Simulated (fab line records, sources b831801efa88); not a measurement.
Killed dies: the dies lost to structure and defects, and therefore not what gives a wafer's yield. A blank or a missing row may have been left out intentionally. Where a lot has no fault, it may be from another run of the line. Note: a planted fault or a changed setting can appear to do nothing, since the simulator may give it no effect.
A struck lot beside a sound one + flow sky130 + 14 steps out of a route of 708
Sound: these wafers, L284.1, L284.4, L284.6. Wafers L299.1, L299.2, L299.3 were the ones struck. Last of all comes the cause.
For every step that has rows: the tool of each side, followed by ch and its chambers, followed by its first start. Under that, the readings that differ: sound wafers + struck wafers + difference of the means + sigmas: that difference in standard deviations of wafers without a fault.
alike: a reading whose means differ by less than 2 such deviations, as well as words and numbers matching on both sides. not compared: withheld readings; readings where some wafer has no value; bounds like >300 that might hide an equal value; numbers whose values overlap and for which the record gives no deviation.
A row with sigmas, a row that says differs or no value, or rows on one side alone: a step with any of these is where the two part. Numbers that don't overlap but have no deviation are shown without sigmas and don't part them. Lack of a reading on every wafer of one side parts them only where that side has two or more wafers.

first, 5 steps without rows for these wafers: SKY_SD_N_COAT_02 (resist thk 1140 nm); SKY_SD_N_SOFTBAKE_03 (time 60 s); SKY_SD_N_EXPOSE_04 (exposes mask NSDM, target cd 380 nm); SKY_SD_N_PEB_05; SKY_SD_N_DEVELOP_06 (develop time 60 s).
SKY_SD_N_CD_MEAS_07: the cd target is 380 nm.
  struck on cd sem-02, day 33 23:02; sound on cd sem-01, day 29 11:39
| reading    | sound             | struck            | difference | sigmas |
|------------|-------------------|-------------------|------------|--------|
| cd nm (nm) | 377.6 376.7 378.3 | 383.5 383.5 383.4 | +5.9       | +2     |
SKY_SD_N_OVL_MEAS_08:
  struck on overlay-01, day 33 23:09; sound on overlay-02, day 29 11:46
  alike: SD_N_OVL
then, 2 steps without rows for these wafers: SKY_SD_N_IMPLANT_09; SKY_SD_N_IMPLANT_10.
SKY_SD_N_STRIP_11: strips in O2/N2.
  sound on plasma asher-04 ch 0,1, day 29 12:07; struck on plasma asher-03 ch 0,1, day 33 23:29
  alike: drypump motor current A, oes product au, strip time to endpoint s
  not compared: rf hours counter h
SKY_SD_N_TW_MEAS_12:
  struck on film metro-02, day 33 23:35; sound on film metro-03, day 29 12:13
  alike: SD_N_TW
then, 1 step without rows for these wafers: SKY_SD_N_CLEAN_13 (cleans in SC1/SC2, time 150 s).
SKY_SD_N_RTA_14: time 2 s.
  sound on rtp anneal-02 ch 0, day 29 12:22; struck on rtp anneal-02 ch 0, day 33 23:42
| reading         | sound                | struck               | difference | sigmas      |
|-----------------|----------------------|----------------------|------------|-------------|
| ramp up c per s | 150.02 150.04 149.99 | 45.046 45.011 44.982 | -105.004   | -99 or more |
  alike: anneal temp c max, lamp power pct, ramp down c per s, wafer_temp_C_max
-- record jumps: 16 days separate the struck wafers' starts on either side; left off in module SD_N, taken up again in module PAD_OPEN, whose first shown step is the route's number 708 --
SKY_PAD_OPEN_PROBE_99:
  struck on prober-01, day 50 01:59; sound on prober-01, day 47 03:35
| reading                              | sound             | struck            | difference | sigmas |
|--------------------------------------|-------------------|-------------------|------------|--------|
| model.etest.res xhigh po.line ohm um | 5672 5808 5828    | 4837 4821 4860    | -930       |        |
| model.etest.res xhigh po.rs ohm sq   | 1979 2025 2027    | 1689 1682 1726    | -311       |        |
| model.etest.pfet_01v8.r on ohm um    | 2906 2912 2945    | 2778 2746 2774    | -155       |        |
| model.etest.res pdiff.line ohm um    | 1355 1377 1366    | 1297 1278 1308    | -72        |        |
| model.etest.res high po.line ohm um  | 770.3 766.4 762.8 | 671.8 673.8 665.5 | -96.1      |        |
| model.etest.licon high po.rc ohm     | 343.1 352.3 342.1 | 297.4 288.8 303.9 | -49.1      |        |
| model.etest.res high po.rs ohm sq    | 260.8 265.3 266.1 | 235.5 236.2 236.7 | -27.9      |        |
| model.etest.res pdiff hv.rs ohm sq   | 192.7 192.8 192.6 | 180.1 178.2 178.2 | -13.9      |        |
  alike: killed_at_M0_to_M3, killed_at_M4_up, killed at contacts, killed at front end, killed at other, killed dies, killed open, killed short

== WHERE THEY PART ==
First at SKY_SD_N_CD_MEAS_07; last, within this record, at SKY_SD_N_RTA_14. Later steps at which nothing parts them and some readings are alike: SKY_PAD_OPEN_PROBE_99.

WHY: what the simulator had put in
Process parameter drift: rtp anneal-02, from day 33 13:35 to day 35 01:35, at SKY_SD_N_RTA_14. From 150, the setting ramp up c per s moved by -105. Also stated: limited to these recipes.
